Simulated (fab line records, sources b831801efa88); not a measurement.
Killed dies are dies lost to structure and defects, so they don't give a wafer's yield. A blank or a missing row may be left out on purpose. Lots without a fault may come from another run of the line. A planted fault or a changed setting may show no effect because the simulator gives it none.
Chamber matching | flow gf180mcu | GF_V4_CMP_26 on cmp-01: 4 sister chambers
The step polishes, stops on SiO2, t overpolish 15 s, target thk 0 nm. 4 wafers are shown with their chamber, then 7 later ones without.

WAFERS WITH THEIR CHAMBER
wafer  | chamber | motor_current_A (A)
L600.3 | 1       | 10.8
L601.1 | 3       | 11.5
L601.6 | 2       | 10.9
L609.3 | 0       | 9.3

WAFERS WITHOUT THEIR CHAMBER
wafer  | motor_current_A (A)
L609.6 | 9.5
L611.2 | 11.8
L611.3 | 10.6
L611.6 | 10.8
L616.2 | 10.6
L616.4 | 9.5
L616.6 | 10.9

WHICH CHAMBER EACH WENT THROUGH
wafer  | from the rows above     | in truth
L609.6 | 0                       | 0
L611.2 | 3                       | 3
L611.3 | can't be placed: 1 or 2 | 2
L611.6 | can't be placed: 1 or 2 | 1
L616.2 | can't be placed: 1 or 2 | 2
L616.4 | 0                       | 0
L616.6 | can't be placed: 2 or 1 | 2
Placed correctly: 3 of 7. Can't be placed from these rows: 4 (the true chamber is among the candidates in 4). Placed wrongly: 0.
How it was worked out, from the rows above alone: a wafer's distance from a chamber is the root of the sum, over the readings, of the square of ((its reading less the chamber's mean) divided by the reading's scatter). The wafer belongs to the nearest chamber; if the next one is less than 2 further off, it can't be placed. A chamber's mean is the mean of its shown wafers. The scatter: with one shown wafer a chamber, the root of the mean of the squares of how far each hidden wafer lies from its nearest shown one.
